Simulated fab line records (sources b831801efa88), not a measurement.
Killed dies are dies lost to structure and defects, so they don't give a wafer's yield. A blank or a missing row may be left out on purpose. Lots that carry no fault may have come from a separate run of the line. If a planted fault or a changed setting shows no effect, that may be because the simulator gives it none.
Which tool was responsible? -- flow sky130 -- Sampling: 14 lots, 42 wafers, 4 of 708 route steps

## WHAT THE GAUGES SHOWED, per wafer
No reading from a measuring or inspecting step in the record can be judged against a usual standard deviation.

## TOOL THAT RAN EACH LOT (tool first, then ch and the chambers of the sampled wafers, then the start)
lot,SKY_METAL1_SPUTTER_00,SKY_METAL1_SPUTTER_03,SKY_VIA1_ETCH_14,SKY_VIA1_ETCH_15
L403,"pvd-sputter-01, day 31 23:38","pvd-sputter-01, day 31 23:43","rie-diel-04 ch 0,1,2, day 34 07:03","rie-diel-04 ch 0,1,2, day 34 07:05"
L406,"pvd-sputter-01, day 33 02:43","pvd-sputter-01, day 33 02:47","rie-diel-03 ch 1,2,3, day 35 09:09","rie-diel-03 ch 1,2,3, day 35 09:11"
L407,"pvd-sputter-01, day 33 07:49","pvd-sputter-01, day 33 07:53","rie-diel-03 ch 1,2, day 35 13:03","rie-diel-03 ch 1,2, day 35 13:05"
L408,"pvd-sputter-02, day 33 10:19","pvd-sputter-02, day 33 10:23","rie-diel-01 ch 2,3, day 35 15:21","rie-diel-01 ch 2,3, day 35 15:23"
L409,"pvd-sputter-02, day 33 19:26","pvd-sputter-02, day 33 19:31","rie-diel-01 ch 0,2,3, day 36 01:20","rie-diel-01 ch 0,2,3, day 36 01:23"
L410,"pvd-sputter-01, day 34 14:15","pvd-sputter-01, day 34 14:19","rie-diel-01 ch 1,2,3, day 36 19:44","rie-diel-01 ch 1,2,3, day 36 19:47"
L412,"pvd-sputter-02, day 35 03:25","pvd-sputter-02, day 35 03:30","rie-diel-01 ch 0,1,3, day 37 08:33","rie-diel-01 ch 0,1,3, day 37 08:35"
L413,"pvd-sputter-01, day 35 07:28","pvd-sputter-01, day 35 07:32","rie-diel-01 ch 1,2,3, day 37 13:09","rie-diel-01 ch 1,2,3, day 37 13:11"
L414,"pvd-sputter-04, day 35 15:11","pvd-sputter-04, day 35 15:20","rie-diel-01 ch 1,2, day 37 21:20","rie-diel-01 ch 1,2, day 37 21:23"
L415,"pvd-sputter-01, day 35 21:01","pvd-sputter-01, day 35 21:05","rie-diel-01 ch 0,1,3, day 38 03:29","rie-diel-01 ch 0,1,3, day 38 03:32"
L416,"pvd-sputter-04, day 36 03:26","pvd-sputter-04, day 36 03:34","rie-diel-01 ch 0,2,3, day 38 09:20","rie-diel-01 ch 0,2,3, day 38 09:23"
L417,"pvd-sputter-04, day 36 10:08","pvd-sputter-04, day 36 10:17","rie-diel-03 ch 0,2,3, day 38 14:36","rie-diel-03 ch 0,2,3, day 38 14:38"
L423,"pvd-sputter-02, day 38 04:21","pvd-sputter-02, day 38 04:25","rie-diel-04 ch 1,2, day 40 07:41","rie-diel-04 ch 1,2, day 40 07:44"
L424,"pvd-sputter-01, day 38 22:04","pvd-sputter-01, day 38 22:08","rie-diel-03 ch 0,1,2, day 41 00:41","rie-diel-03 ch 0,1,2, day 41 00:44"
- SKY_METAL1_SPUTTER_00: material Ti, target thk 15 nm, time 10 s.
- SKY_METAL1_SPUTTER_03: material Ti, target thk 5 nm, time 3.3 s.
- SKY_VIA1_ETCH_14: etches BARC in N2/H2, stops on SiO2, time 45.9 s, target depth 60 nm.
- SKY_VIA1_ETCH_15: etches SiO2 in C4F8/O2/Ar, stops on TiN, target depth 351 nm, time 54 s.

## WHAT THE TOOLS THEMSELVES READ (means of the sampled wafers that have a number; where no wafer has one, the mark that the record gives instead)
SKY_METAL1_SPUTTER_00.
lot,tool,throttle-valve-pct (%)
L403,pvd-sputter-01,31.3
L406,pvd-sputter-01,29.8
L407,pvd-sputter-01,29.7
L408,pvd-sputter-02,29.2
L409,pvd-sputter-02,29.2
L410,pvd-sputter-01,31.0
L412,pvd-sputter-02,29.0
L413,pvd-sputter-01,29.1
L414,pvd-sputter-04,29.7
L415,pvd-sputter-01,30.3
L416,pvd-sputter-04,30.2
L417,pvd-sputter-04,30.0
L423,pvd-sputter-02,31.0
L424,pvd-sputter-01,30.5

SKY_METAL1_SPUTTER_03.
lot,tool,throttle-valve-pct (%)
L403,pvd-sputter-01,31.4
L406,pvd-sputter-01,29.8
L407,pvd-sputter-01,30.1
L408,pvd-sputter-02,29.2
L409,pvd-sputter-02,29.3
L410,pvd-sputter-01,30.9
L412,pvd-sputter-02,28.9
L413,pvd-sputter-01,28.8
L414,pvd-sputter-04,29.9
L415,pvd-sputter-01,30.3
L416,pvd-sputter-04,30.1
L417,pvd-sputter-04,30.1
L423,pvd-sputter-02,30.8
L424,pvd-sputter-01,30.6

SKY_VIA1_ETCH_14.
lot,tool,drypump-motor-current-A (A),h2-flow-sccm (sccm),oes-product-au (a.u.),rf-fwd-power-W (W),run-length-s (s),throttle-valve-pct (%)
L403,rie-diel-04,6.2,199.6,0.855,495.7,74.1,13.229
L406,rie-diel-03,5.9,199.7,0.852,495.8,74.4,13.222
L407,rie-diel-03,5.8,200.3,0.857,495.7,73.7,13.226
L408,rie-diel-01,4.9,200.6,0.856,493.8,74.4,13.219
L409,rie-diel-01,5.2,199.8,0.857,494.1,74.2,13.225
L410,rie-diel-01,4.9,199.9,0.848,493.7,74.1,13.223
L412,rie-diel-01,5.2,199.4,0.857,495.5,73.7,13.228
L413,rie-diel-01,4.9,199.7,0.850,495.1,74.0,13.226
L414,rie-diel-01,5.0,199.7,0.852,494.1,73.8,13.219
L415,rie-diel-01,5.2,200.7,0.918,-,70.1,13.231
L416,rie-diel-01,5.2,199.8,0.922,-,70.4,13.233
L417,rie-diel-03,5.9,200.0,0.856,495.2,73.8,13.229
L423,rie-diel-04,6.3,199.5,0.853,494.9,74.6,13.236
L424,rie-diel-03,6.0,199.7,0.855,496.2,73.9,13.223

SKY_VIA1_ETCH_15.
lot,tool,oes-product-au (a.u.),rf-fwd-power-W (W),run-length-s (s)
L403,rie-diel-04,0.977,1482,82.5
L406,rie-diel-03,0.971,1488,81.9
L407,rie-diel-03,0.975,1488,82.0
L408,rie-diel-01,0.980,1487,82.3
L409,rie-diel-01,0.982,1482,82.2
L410,rie-diel-01,0.982,1484,82.2
L412,rie-diel-01,0.981,1486,82.1
L413,rie-diel-01,0.986,1488,82.1
L414,rie-diel-01,0.983,1496,82.0
L415,rie-diel-01,0.975,1486,81.9
L416,rie-diel-01,0.982,1483,82.3
L417,rie-diel-03,0.982,1487,82.1
L423,rie-diel-04,0.980,1485,82.5
L424,rie-diel-03,0.974,1490,82.0

## THE ANSWER, worked out from the rows above alone
Rule: the usual values come from the lots themselves. Put in order of their means at a reading, lots are off if they are a third of the lots or fewer, leave a main group of 4 or more, and stand apart from it by a gap of 3 or more times the standard deviation of the main group's means; of several such gaps the widest counts. A main group whose means are all the same, to the digits that the tables above print for the reading, isn't used. Also off: a lot with no number at a reading for which 4 or more lots have one. Where the step has rows for the other lots, those lots are counted as sound. First the gauges in route order, then the tools' own readings, where a lot's mean is used as printed above. At the first step where some lot is off, the reading lying furthest off is the one used; lots without a number count as furthest.
Off, at SKY_VIA1_ETCH_14 on rf-fwd-power-W: L415, L416. Without a number there: L415, L416. The main group has a mean of 495.0 W with a standard deviation of 0.82.
If a tool, at that step or one of the process steps before it, ran each lot that is off and ran no sound lot following the first of them, it fits. One fits: rie-diel-01 at SKY_VIA1_ETCH_14. Its last sound lot is L414 (day 37 21:20), its first lot that is off L415 (day 38 03:29): a fault that began between those two fits.
The tool's own readings at SKY_VIA1_ETCH_14 bear it out: on the lots that are off they differ by more than 5 times the standard deviation of the sound lots' means. oes-product-au reads 0.920 a.u. there against 0.854 a.u. on the sound lots; run-length-s reads 70.2 s there against 74.1 s on the sound lots.
Blank at SKY_VIA1_ETCH_14 on the lots that are off, where sound lots have numbers: rf-fwd-power-W.

## WHAT HAD BEEN PUT IN BY THE SIMULATOR
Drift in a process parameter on rie-diel-01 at SKY_VIA1_ETCH_14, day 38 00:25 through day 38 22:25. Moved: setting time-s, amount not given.
Lots struck among those shown: L415, L416. The same result came from the rule above.
